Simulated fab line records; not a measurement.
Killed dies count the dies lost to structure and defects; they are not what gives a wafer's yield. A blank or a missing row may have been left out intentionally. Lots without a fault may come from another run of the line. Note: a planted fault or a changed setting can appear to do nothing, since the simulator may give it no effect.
fab line records | flow sky130
record: lots: 14 wafers: 42 last_day: 50
route steps=708 shown FIELD_ISO@28 VT_ADJUST_LVTN@107 VT_ADJUST_NCORE@126 LDD_P@266 PAD_OPEN@708
lots that met no fault: taken from a fault-free run of the same line
start_h: hours from the record's opening day to when the first of the lot's shown wafers began | wait_h: how many hours have passed since the lot's step before this one | " repeats the value in the row above | L1.1+2: one row covering several wafers at once | - no value, or no start was given | * or withheld: withheld | < > ~ a bound
route shown NAME@n: names a module that has steps shown in the file, with the first one's number in the route | usual: average and standard deviation across the fault-free wafers | same: alike in all rows | chamber/n: place in a boat | sites: readings site by site | _std_site: standard deviation across them | _edge_site: mean of outer sites minus mean of inner sites | radius_mm: for every site, how far away it sits from the centre of the wafer | mask NAME#n: copy n | behind: the tool/chamber that last shaped the wafer | hold: why the lot went on hold/how many hours it stayed there/how the hold came to an end | device: the transistor (n, p or np) that didn't switch | end of line: at the end of the route, the tests of the same wafers | a step without rows: its recipe alone | killed: at the first sort, the dies lost to defects and structure; wafer yield is something else | map: per-die view of a wafer (x killed, . not killed, _ where there is no die)
set.NAME: setting as actually run; set.NAME@STEP: the setting as run at that earlier step | model.NAME: the simulator's own value behind a step, which no gauge read
the route's steps for a sample of lots (tables are steps, rows are wafers)
services: when a tool's chamber went out of use (start_h, in hours from the record's first day, below 0 if earlier), for how many hours, and the reason
== steps ==
step: SKY_FIELD_ISO_CMP_27
recipe: stop_on: Si3N4 t_overpolish_s: 16 down_force_psi: 4 platen_rpm: 60 target_thk_nm: 457.8 pad_velocity_m_s: 0.94248
usual: edge_zone_pressure_frac: 1.000/0.0054 head_pressure_psi: 4.001/0.0086 motor_current_A: 12.1/1.8 overpolish_run_s: 16.000/0.01 time_to_endpoint_s: 112/4.2
columns lot.wafer tool chamber start_h wait_h edge_zone_pressure_frac head_pressure_psi motor_current_A overpolish_run_s time_to_endpoint_s
L371.3 cmp-02 0 41.54 0.0 1.003 4.001 11.5 15.998 113
L371.6 " 0 " " 1.002 3.994 10.9 15.992 119
L371.5 " 1 " " 0.994 4.000 12.9 16.005 111
L372.3 cmp-01 3 48.61 0.1 0.996 3.998 9.6 16.006 109
L372.2 " 0 " " 0.999 4.010 11.4 16.004 108
L372.1 " 1 " " 1.001 3.987 15.6 15.989 115
L374.2 cmp-02 0 56.93 0.1 0.997 3.989 11.0 16.003 114
L374.1 " 1 " " 0.989 3.994 12.1 15.995 110
L374.6 " 0 " " 0.992 4.008 11.0 15.993 115
L377.4 cmp-01 0 76.55 0.1 1.005 3.998 11.2 15.993 114
L377.3 " 1 " " 0.991 3.993 15.5 15.999 111
L377.6 " 2 " " 1.005 4.003 12.6 16.017 109
L379.4 cmp-01 0 88.26 0.5 1.000 4.003 11.2 16.014 112
L379.5 " 1 " " 1.010 3.997 15.4 15.999 113
L379.6 " 2 " " 0.997 4.009 12.8 15.990 103
L384.3 cmp-01 0 113.89 0.0 - - - - -
L384.5 " 0 " " - - - - -
L384.6 " 1 " " - - - - -
L383.2 cmp-01 2 114.19 0.3 - - - - -
L383.1 " 1 " " - - - - -
L383.5 " 3 " " - - - - -
L386.4 cmp-01 3 123.77 0.2 - - - - -
L386.3 " 0 " " - - - - -
L386.1 " 1 " " - - - - -
L385.1 cmp-01 0 124.17 0.6 1.019 4.004 11.8 15.996 115
L385.3 " 1 " " 0.992 4.000 15.2 16.007 111
L385.6 " 3 " " 1.004 4.006 9.8 15.986 113
L387.2 cmp-01 2 133.41 0.1 1.000 4.005 12.2 16.000 112
L387.6 " 1 " " 0.996 4.009 14.6 15.993 113
L387.5 " 2 " " 0.996 4.004 12.4 16.014 115
L390.4 cmp-01 2 142.97 0.1 0.992 4.016 12.2 16.019 114
L390.3 " 3 " " 1.007 3.985 9.7 16.003 113
L390.5 " 1 " " 0.995 4.003 15.5 15.987 113
L391.2 cmp-01 1 143.22 0.3 0.993 4.001 14.6 16.013 117
L391.1 " 2 " " 1.007 4.013 11.6 16.009 118
L391.5 " 1 " " 0.995 4.005 14.8 16.000 122
L392.1 cmp-01 1 153.78 0.0 0.998 4.001 14.7 15.994 112
L392.4 " 3 " " 1.004 3.997 10.0 16.006 116
L392.3 " 0 " " 1.002 3.995 11.0 15.998 113
L393.4 cmp-02 1 153.97 0.2 1.005 4.002 11.5 16.000 105
L393.3 " 2 " " 0.999 3.990 10.5 16.018 107
L393.1 " 0 " " 1.005 3.994 10.9 16.004 105
step: SKY_VT_ADJUST_LVTN_TW_MEAS_10
usual: VT_ADJUST_LVTN_TW: 240.9/1.5
columns lot.wafer tool chamber start_h wait_h VT_ADJUST_LVTN_TW
L371.3 film_metro-04 - 146.07 0.1 240.3
L371.5 " - " " 239.6
L371.6 " - " " 239.8
L372.1 film_metro-02 - 155.87 0.1 237.8
L372.2 " - " " 238.6
L372.3 " - " " 239.0
L374.1 film_metro-04 - 164.40 0.1 238.8
L374.2 " - " " 239.2
L374.6 " - " " 239.9
L377.3 film_metro-03 - 197.54 0.1 240.4
L377.4 " - " " 242.1
L377.6 " - " " 240.2
L379.4 film_metro-03 - 212.75 0.1 240.5
L379.5 " - " " 241.1
L379.6 " - " " 240.7
L385.1 film_metro-04 - 256.95 0.1 241.2
L385.3 " - " " 241.3
L385.6 " - " " 241.6
L387.2 film_metro-03 - 263.66 0.1 241.9
L387.5 " - " " 241.7
L387.6 " - " " 242.5
L390.3 film_metro-02 - 279.84 0.1 239.0
L390.4 " - " " 239.1
L390.5 " - " " 238.9
L391.1 film_metro-04 - 279.90 0.1 241.1
L391.2 " - " " 239.5
L391.5 " - " " 239.3
L392.1 film_metro-02 - 289.87 0.1 239.3
L392.3 " - " " 239.7
L392.4 " - " " 238.9
L393.1 film_metro-04 - 290.00 0.1 241.5
L393.3 " - " " 242.2
L393.4 " - " " 242.0
step: SKY_VT_ADJUST_NCORE_CD_MEAS_07
recipe: target_cd_nm: 380
usual: cd_nm: 379.9/2.7
columns lot.wafer tool chamber start_h wait_h cd_nm
L371.3 cd_sem-02 - 185.89 0.1 376.2
L371.5 " - " " 379.0
L371.6 " - " " 378.0
L372.1 cd_sem-02 - 196.89 0.1 379.5
L372.2 " - " " 381.5
L372.3 " - " " 379.2
L374.1 cd_sem-02 - 205.50 0.1 379.3
L374.2 " - " " 382.5
L374.6 " - " " 381.8
L377.3 cd_sem-02 - 241.01 0.1 383.8
L377.4 " - " " 385.0
L377.6 " - " " 383.4
L379.4 cd_sem-01 - 257.63 0.1 378.1
L379.5 " - " " 379.3
L379.6 " - " " 379.7
L385.1 cd_sem-01 - 306.40 0.1 376.1
L385.3 " - " " 378.1
L385.6 " - " " 376.2
L387.2 cd_sem-02 - 312.97 0.1 379.0
L387.5 " - " " 380.3
L387.6 " - " " 377.3
L390.3 cd_sem-01 - 330.48 0.1 379.1
L390.4 " - " " 378.1
L390.5 " - " " 378.3
L391.1 cd_sem-02 - 331.00 0.1 377.8
L391.2 " - " " 378.9
L391.5 " - " " 376.1
L392.1 cd_sem-01 - 340.90 0.1 375.9
L392.3 " - " " 374.9
L392.4 " - " " 375.9
L393.1 cd_sem-02 - 341.20 0.1 380.2
L393.3 " - " " 377.9
L393.4 " - " " 378.6
step: SKY_LDD_P_TW_MEAS_11
usual: LDD_P_TW: 634/5
columns lot.wafer tool chamber start_h wait_h LDD_P_TW
L371.3 film_metro-02 - 440.48 0.1 631
L371.5 " - " " 632
L371.6 " - " " 628
L372.1 film_metro-02 - 451.90 0.1 628
L372.2 " - " " 632
L372.3 " - " " 627
L374.1 film_metro-04 - 462.47 0.1 635
L374.2 " - " " 639
L374.6 " - " " 641
L377.3 film_metro-04 - 510.78 0.1 632
L377.4 " - " " 638
L377.6 " - " " 632
L379.4 film_metro-01 - 536.08 0.1 644
L379.5 " - " " 644
L379.6 " - " " 645
L385.1 film_metro-02 - 589.22 0.1 632
L385.3 " - " " 633
L385.6 " - " " 635
L387.2 film_metro-02 - 595.88 0.1 634
L387.5 " - " " 632
L387.6 " - " " 635
L391.1 film_metro-01 - 614.02 0.1 635
L391.2 " - " " 633
L391.5 " - " " 635
L390.3 film_metro-02 - 614.72 0.1 627
L390.4 " - " " 631
L390.5 " - " " 626
L392.1 film_metro-01 - 623.85 0.1 638
L392.3 " - " " 632
L392.4 " - " " 632
L393.1 film_metro-02 - 627.61 0.1 630
L393.3 " - " " 630
L393.4 " - " " 629
step: SKY_PAD_OPEN_PROBE_99
usual: killed_at_M0_to_M3: 44/6.4 killed_at_M4_up: 3.6/2.1 killed_at_contacts: 23/5.1 killed_at_front_end: 15/4.3 killed_at_other: 0.3/0.56 killed_dies: 86/9 killed_on_rim: 17/3.3 killed_open: 47/6.4 killed_short: 39/5.8
same: gross_dies: 492 killed_at_back_side: 0
columns lot.wafer tool chamber start_h wait_h killed_at_M0_to_M3 killed_at_M4_up killed_at_contacts killed_at_front_end killed_at_other killed_dies killed_on_rim killed_open killed_short
L384.3 prober-01 - 1154.07 0.2 37 2 32 421 0 492 96 47 37
L384.5 prober-01 - 1154.17 0.2 37 6 24 425 0 492 96 49 37
L384.6 prober-01 - 1154.22 0.2 43 3 22 424 0 492 96 51 39
L383.1 prober-01 - 1156.82 0.1 50 2 19 420 1 492 96 52 43
L383.2 prober-01 - 1156.87 0.1 49 1 39 400 3 492 96 53 49
L383.5 prober-01 - 1157.02 0.2 48 3 19 422 0 492 96 41 43
L386.1 prober-01 - 1168.40 0.1 41 1 16 434 0 492 96 51 25
L386.3 prober-01 - 1168.50 0.2 47 4 20 421 0 492 96 43 47
L386.4 prober-01 - 1168.55 0.2 47 0 32 413 0 492 96 58 40
L385.1 prober-02 - 1171.19 0.1 45 2 28 16 0 91 23 54 37
L385.3 prober-02 - 1171.29 0.2 44 4 23 16 0 87 17 47 38
L385.6 prober-02 - 1171.44 0.2 55 4 29 20 0 108 20 56 52
killed by level:class
L384.3 FIELD_ISO:area_cmp=408 CONTACT:geometric_particle:open=11 VIA1:geometric_particle:open=11 LI_CONTACT:geometric_particle:open=7 LOCAL_INTERCONNECT:geometric_particle:short=7 METAL2:geometric_particle:short=6 FIELD_ISO:geometric_particle:short=4 VIA3:geometric_particle:short=4
L384.5 FIELD_ISO:area_cmp=406 CONTACT:geometric_particle:open=11 VIA1:geometric_particle:open=9 FIELD_ISO:geometric_particle:short=8 LI_CONTACT:geometric_particle:open=6 VIA2:geometric_particle:open=6 FIELD_ISO:geometric_particle:open=5 VIA1:geometric_particle:short=4
L384.6 FIELD_ISO:area_cmp=402 VIA1:geometric_particle:open=11 LI_CONTACT:geometric_particle:open=9 CONTACT:geometric_particle:open=7 FIELD_ISO:geometric_particle:short=6 METAL1:geometric_particle:short=6 POLY_GATE:geometric_particle:open=6 METAL2:geometric_particle:short=5
L383.1 FIELD_ISO:area_cmp=396 VIA1:geometric_particle:open=11 VIA2:geometric_particle:open=9 POLY_GATE:geometric_particle:open=7 VIA1:geometric_particle:short=7 LI_CONTACT:geometric_particle:open=6 LOCAL_INTERCONNECT:geometric_particle:short=6 FIELD_ISO:geometric_particle:open=5
L383.2 FIELD_ISO:area_cmp=388 LI_CONTACT:geometric_particle:open=11 CONTACT:geometric_particle:open=11 VIA1:geometric_particle:open=10 LOCAL_INTERCONNECT:geometric_particle:short=9 METAL2:geometric_particle:short=9 VIA2:geometric_particle:open=9 FIELD_ISO:geometric_particle:short=7
L383.5 FIELD_ISO:area_cmp=408 CONTACT:geometric_particle:open=8 VIA2:geometric_particle:open=8 VIA1:geometric_particle:open=7 METAL2:geometric_particle:short=6 VIA3:geometric_particle:open=6 FIELD_ISO:geometric_particle:short=5 VIA2:geometric_particle:short=5
L386.1 FIELD_ISO:area_cmp=416 VIA1:geometric_particle:open=12 CONTACT:geometric_particle:open=10 POLY_GATE:geometric_particle:open=7 FIELD_ISO:geometric_particle:open=5 METAL1:geometric_particle:short=5 LI_CONTACT:geometric_particle:open=4 VIA3:geometric_particle:short=4
L386.3 FIELD_ISO:area_cmp=402 VIA1:geometric_particle:open=9 METAL1:geometric_particle:short=8 LI_CONTACT:geometric_particle:open=6 METAL2:geometric_particle:short=6 VIA2:geometric_particle:open=6 FIELD_ISO:geometric_particle:open=5 POLY_GATE:geometric_particle:short=5
L386.4 FIELD_ISO:area_cmp=394 CONTACT:geometric_particle:open=13 VIA1:geometric_particle:open=10 LI_CONTACT:geometric_particle:open=8 VIA2:geometric_particle:open=8 FIELD_ISO:geometric_particle:short=6 METAL2:geometric_particle:short=6 POLY_GATE:geometric_particle:open=5
L385.1 CONTACT:geometric_particle:open=12 VIA1:geometric_particle:open=9 VIA3:geometric_particle:open=7 VIA2:geometric_particle:open=7 LI_CONTACT:geometric_particle:open=7 FIELD_ISO:geometric_particle:open=5 LI_CONTACT:geometric_particle:short=5 METAL1:geometric_particle:short=5
L385.3 VIA1:geometric_particle:open=12 METAL1:geometric_particle:short=8 VIA3:geometric_particle:open=8 LI_CONTACT:geometric_particle:open=7 POLY_GATE:geometric_particle:open=5 LOCAL_INTERCONNECT:geometric_particle:short=5 CONTACT:geometric_particle:open=5 VIA1:geometric_particle:short=5
L385.6 VIA1:geometric_particle:open=11 METAL1:geometric_particle:short=10 CONTACT:geometric_particle:open=9 LI_CONTACT:geometric_particle:open=8 VIA2:geometric_particle:short=6 METAL3:geometric_particle:short=6 VIA1:geometric_particle:short=5 POLY_GATE:geometric_particle:open=5
== services ==
columns tool chamber start_h hours kind
cmp-02 - 24.03 0.8 repair
cmp-02 - 49.46 1.3 repair
cmp-02 - 53.30 1.0 repair
cmp-01 - 55.96 2.0 repair
cmp-01 - 63.50 1.0 repair
cmp-02 - 64.00 4.0 pm
cmp-01 - 64.24 0.8 repair
cmp-02 - 68.00 - consumable_replace:conditioner
cmp-02 - 68.00 - consumable_replace:pad
cmp-02 - 81.63 40.2 repair
cmp-01 - 120.83 0.8 repair
cmp-01 - 133.96 4.0 pm
cmp-02 - 138.08 6.0 pm
== key ==
first_sign: step: SKY_FIELD_ISO_CMP_27 reading: tool_record direction: missing
effect: step: SKY_PAD_OPEN_PROBE_99 reading: killed_at_front_end direction: up sigmas: 94 usual: 15 struck: 420
more_kills_born_at: SKY_FIELD_ISO_CMP_27@cmp-01: 3620
met_at SKY_FIELD_ISO_CMP_27
struck_lots L383,L384,L386
later_rows_left_out L383.1,L383.2,L383.5,L384.3,L384.5,L384.6,L386.1,L386.3,L386.4
tester_left_out L383,L384,L386
not_acting_at SKY_VT_ADJUST_LVTN_TW_MEAS_10,SKY_VT_ADJUST_NCORE_CD_MEAS_07,SKY_LDD_P_TW_MEAS_11
onset_between 88.26 113.89
fault: kind: skipped_step_whole tool: cmp-01 chamber: - onset_h: 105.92 steps: SKY_FIELD_ISO_CMP_27 scope: struck_lots_only
tester_left_out: of these lots the tester's yield and bins aren't shown, on N5 and GAA mostly nor the transistor test; their killed dies are dies lost to structure and defects alone, not to doping, threshold or leakage, so they don't give the yield
later_rows_left_out: the simulator's readings of these wafers behind a module that went badly wrong aren't trusted and aren't shown, but for the sort
